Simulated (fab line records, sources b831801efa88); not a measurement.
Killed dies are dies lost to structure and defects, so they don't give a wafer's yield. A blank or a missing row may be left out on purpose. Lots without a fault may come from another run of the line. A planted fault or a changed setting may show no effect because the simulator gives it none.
Which tool did it? | flow sky130 | 12 lots, 36 wafers sampled, at 2 steps of a route of 708

WHAT THE GAUGES READ, wafer by wafer
SKY_LOCAL_INTERCONNECT_CD_MEAS_11: target cd 170 nm. Usual: cd_nm 170.5 nm, standard deviation 1.5.
lot  | measured     | on        | cd_nm (nm)        | flag
L624 | day 31 00:19 | cd_sem-02 | 170.2 171.2 169.9 |
L625 | day 31 12:42 | cd_sem-01 | 172.8 172.4 172.3 |
L628 | day 32 02:11 | cd_sem-02 | 170.7 170.0 169.7 |
L629 | day 32 11:38 | cd_sem-02 | 172.7 174.5 172.3 |
L632 | day 33 05:54 | cd_sem-01 | 168.0 169.6 167.7 |
L635 | day 34 08:56 | cd_sem-02 | 170.9 170.9 171.3 |
L638 | day 35 23:31 | cd_sem-02 | 172.5 173.4 174.1 |
L639 | day 36 05:53 | cd_sem-02 | 170.0 170.7 171.1 |
L641 | day 36 11:00 | cd_sem-01 | 170.2 171.3 170.4 |
L640 | day 36 11:17 | cd_sem-02 | 168.7 169.8 170.3 |
L642 | day 36 13:35 | cd_sem-02 | 171.3 170.3 167.6 |
L644 | day 38 02:41 | cd_sem-02 | 169.4 168.8 169.6 |

WHICH TOOL RAN EACH LOT (tool, then ch and the chambers of the sampled wafers, then the start)
lot  | SKY_LI_CONTACT_STRIP_16
L624 | plasma_asher-03 ch 0,1, day 29 19:39
L625 | plasma_asher-03 ch 0,1, day 30 08:05
L628 | plasma_asher-03 ch 0,1, day 30 22:59
L629 | plasma_asher-03 ch 0,1, day 31 07:11
L632 | plasma_asher-01 ch 0,1, day 32 00:50
L635 | plasma_asher-01 ch 0,1, day 33 05:16
L638 | plasma_asher-01 ch 0,1, day 34 21:13
L639 | plasma_asher-01 ch 0,1, day 35 02:29
L641 | plasma_asher-03 ch 0,1, day 35 07:38
L640 | plasma_asher-01 ch 0,1, day 35 08:19
L642 | plasma_asher-03 ch 0,1, day 35 11:08
L644 | plasma_asher-01 ch 0,1, day 37 00:00
- SKY_LI_CONTACT_STRIP_16: strips in O2/N2.

WHAT THE TOOLS THEMSELVES READ (means of the sampled wafers that have a number; where no wafer has one, the mark that the record gives instead)
SKY_LI_CONTACT_STRIP_16. Usual: drypump_motor_current_A 6.0 A, standard deviation 0.47; oes_product_au 0.375 a.u., standard deviation 0.0051; strip_time_to_endpoint_s 3.483 s, standard deviation 0.024.
lot  | tool            | drypump_motor_current_A (A) | oes_product_au (a.u.) | strip_time_to_endpoint_s (s) | flag
L624 | plasma_asher-03 | 5.8                         | 0.373                 | 3.486                        |
L625 | plasma_asher-03 | 5.8                         | 0.374                 | 3.445                        |
L628 | plasma_asher-03 | 6.2                         | 0.372                 | 3.473                        |
L629 | plasma_asher-03 | 5.9                         | 0.376                 | 3.467                        |
L632 | plasma_asher-01 | 5.8                         | 0.373                 | 3.488                        |
L635 | plasma_asher-01 | 6.1                         | 0.375                 | 3.479                        |
L638 | plasma_asher-01 | 5.8                         | 0.379                 | 3.515                        |
L639 | plasma_asher-01 | 6.2                         | 0.370                 | 3.482                        |
L641 | plasma_asher-03 | 5.8                         | 0.379                 | 3.506                        |
L640 | plasma_asher-01 | 6.1                         | 0.376                 | 3.483                        |
L642 | plasma_asher-03 | 6.2                         | 0.371                 | 3.452                        |
L644 | plasma_asher-01 | 5.8                         | 0.375                 | 3.470                        |

THE ANSWER, worked out from the rows above alone
Rule: a lot is off if the mean of its wafers that have a number lies more than 3 standard deviations from the usual mean. A lot without any number at a reading at which 4 lots or more have one is off too. The other lots that the step has rows for count as sound. The gauges are gone through in route order, then the tools' own readings, and for those a lot's mean is taken as printed above. The first step at which some lot is off is used, and at that step the reading that is off furthest; a lot without a number counts as furthest.
No lot is off at any reading shown: from this, nothing can be told.

WHAT THE SIMULATOR HAD PUT IN
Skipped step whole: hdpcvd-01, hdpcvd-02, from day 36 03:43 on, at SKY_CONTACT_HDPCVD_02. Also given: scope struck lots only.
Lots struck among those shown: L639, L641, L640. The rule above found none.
